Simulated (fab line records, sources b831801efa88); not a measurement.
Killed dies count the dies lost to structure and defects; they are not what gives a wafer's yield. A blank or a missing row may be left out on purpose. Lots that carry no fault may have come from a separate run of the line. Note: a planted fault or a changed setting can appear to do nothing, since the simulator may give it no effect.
One fault through the eyes of 2 desks | flow sky130 | what lay behind the numbers comes last; until then each desk has only its own

== FROM THE METROLOGY DESK ==
Lot by lot, what the gauges showed, no matter which tool ran the lot: averages of those sampled wafers that carry a number. A lot is out of limits, marked OUT, if its mean lies more than 4 standard deviations from the usual mean; the brackets give that distance.
Columns: A = SD_P_OVL at SKY_SD_P_OVL_MEAS_08, usual -0.7 nm; B = RES_XHIGH_RS at SKY_SD_N_RS_MEAS_18, usual 333.6 ohm/sq
lot  | first seen here | A    | B
L684 | day 25 01:33    | -3.9 | 333.8
L685 | day 25 03:18    | -1.5 | 334.5
L686 | day 25 09:04    | -0.0 | 331.5
L687 | day 26 02:46    | -1.4 | 332.3
L688 | day 26 08:54    | 0.7  | 333.3
L693 | day 28 05:26    | 0.8  | 333.4
L696 | day 29 02:06    | -0.1 | 333.8
L697 | day 29 03:00    | -1.3 | 335.7
L704 | day 31 21:22    | -0.0 | 333.4
L705 | day 32 09:07    | -2.2 | 335.3
L706 | day 32 10:54    | 1.1  | 332.9
L707 | day 32 13:31    | -1.0 | 334.3
Finding of this desk: none of the 12 lots has anything out of limits.

== DESK OF THE TOOL OWNER: plasma asher-02 ==
The tool's own readings at SKY_METAL4_STRIP_19 (strips in O2/N2): means of the sampled wafers that have a number, for each lot that ran on this tool. A lot is out of limits, marked OUT, if its mean lies more than 4 standard deviations from the usual mean; the brackets give that distance.
Columns: A = chamber pressure mTorr at SKY_METAL4_STRIP_19, usual 1500.0 mTorr; B = drypump motor current A at SKY_METAL4_STRIP_19, usual 5.7 A; C = oes product au at SKY_METAL4_STRIP_19, usual 0.501 a.u.; D = strip time to endpoint s at SKY_METAL4_STRIP_19, usual 6.51 s
lot  | first seen here | A      | B   | C     | D
L684 | day 41 15:36    | 1500.1 | 5.9 | 0.503 | 6.54
L686 | day 41 20:53    | 1498.8 | 5.9 | 0.503 | 6.47
L693 | day 44 02:19    | 1499.6 | 5.9 | 0.494 | 6.54
Finding of this desk: none of the 3 lots has anything out of limits.

== TAKEN TOGETHER ==
Metrology desk: nothing out of limits seen.
Nothing out of limits was seen by the tool owner's desk.

== WHAT HAD BEEN PUT IN BY THE SIMULATOR ==
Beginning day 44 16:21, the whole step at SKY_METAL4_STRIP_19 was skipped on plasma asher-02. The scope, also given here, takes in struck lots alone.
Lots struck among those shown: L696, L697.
